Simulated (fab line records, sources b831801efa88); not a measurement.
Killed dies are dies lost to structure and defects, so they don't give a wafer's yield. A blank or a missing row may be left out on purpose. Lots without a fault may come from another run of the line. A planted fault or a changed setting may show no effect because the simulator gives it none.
A struck lot beside a sound one | flow gf180mcu | 15 steps out of a route of 602
Sound: wafers L855.2, L855.5, L855.6. Struck: wafers L853.2, L853.3, L853.4. The cause comes at the end.
At each step with rows: each side's tool, then ch and its chambers, then its first start. Under that, the readings that differ: sound wafers | struck wafers | difference of the means | sigmas: that difference in standard deviations of wafers without a fault.
alike: readings whose means differ by less than 2 such deviations, and words and numbers that are the same on both sides. not compared: withheld readings, readings that some wafer has no value for, bounds like >300 that may hide the same value, and numbers for which the record gives no deviation and whose values overlap.
The two part at a step that has a row with sigmas, a row that says differs or no value, or rows on one side only. Numbers that don't overlap but have no deviation are shown without sigmas and don't part them. A reading that every wafer of one side lacks parts them only if that side has two wafers or more.

GF_CONTACT_THK_MEAS_26: measures by xrf.
  sound on film_metro-03, day 19 04:40; struck on film_metro-01, day 18 01:53
  alike: CONTACT_W_THK
GF_CONTACT_CMP_27: polishes, stops on SiO2, t overpolish 15 s, target thk 0 nm.
  sound on cmp-01 ch 1,2, day 19 04:43; struck on cmp-02 ch 0,1,2, day 18 01:56
  alike: motor_current_A, overpolish_run_s, retaining_ring_pressure_frac, time_to_endpoint_s
GF_M1_SPUTTER_00: material Ti, target thk 37.5 nm, time 150 s.
  sound on pvd_sputter-02, day 19 05:01; struck on pvd_sputter-01, day 18 02:14
  alike: throttle_valve_pct
GF_M1_SPUTTER_01: material TiN, target thk 30 nm, time 25 s.
  sound on pvd_sputter-02, day 19 05:07; struck on pvd_sputter-01, day 18 02:20
  alike: throttle_valve_pct
GF_M1_SPUTTER_02: material AlCu, target thk 450 nm, time 23.9 s.
  sound on pvd_sputter-02, day 19 05:09; struck on pvd_sputter-01, day 18 02:22
  alike: throttle_valve_pct
then, 1 step without rows for these wafers: GF_M1_SPUTTER_03 (material Ti, target thk 10 nm, time 6.7 s).
GF_M1_SPUTTER_04: material TiN, target thk 50 nm, time 41.7 s.
  sound on pvd_sputter-02, day 19 05:12; struck on pvd_sputter-01, day 18 02:25
  alike: throttle_valve_pct
GF_M1_RS_MEAS_05: measures by four-point-probe.
  sound on film_metro-01, day 19 05:16; struck on film_metro-03, day 18 02:28
  alike: M1_ALCU_RS
GF_M1_THK_MEAS_06: measures by xrf.
  sound on film_metro-01, day 19 05:22; struck on film_metro-03, day 18 02:35
  alike: M1_ALCU_THK
then, 3 steps without rows for these wafers: GF_M1_DEHYDRATE_07 (time 60 s); GF_M1_HMDS_08 (prime time 60 s); GF_M1_COAT_09 (resist thk 1000 nm).
GF_M1_SOFTBAKE_10: time 60 s.
  sound on litho_track-04 ch 0, day 19 17:45; struck on litho_track-03 ch 0, day 18 13:57
  reading          | sound             | struck               | difference | sigmas
  run_length_s (s) | 89.37 89.35 89.26 | 100.14 100.18 100.54 | +10.96     | +78
then, 1 step without rows for these wafers: GF_M1_EXPOSE_11 (exposes mask Metal1, target cd 230 nm).
-- the record jumps here: 12 days lie between the struck wafers' starts before and after (it left off in module M1 and takes up again in module PASSIVATION, whose first step shown is number 602 of the route) --
GF_PASSIVATION_PROBE_99:
  the record has rows for the struck wafers here (prober-02, day 30 15:59) and none for the sound ones

WHERE THEY PART
First at GF_M1_SOFTBAKE_10; last, within this record, at GF_PASSIVATION_PROBE_99.

WHY: what the simulator had put in
Process parameter drift: litho_track-03, from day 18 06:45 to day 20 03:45, at GF_M1_SOFTBAKE_10. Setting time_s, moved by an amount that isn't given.
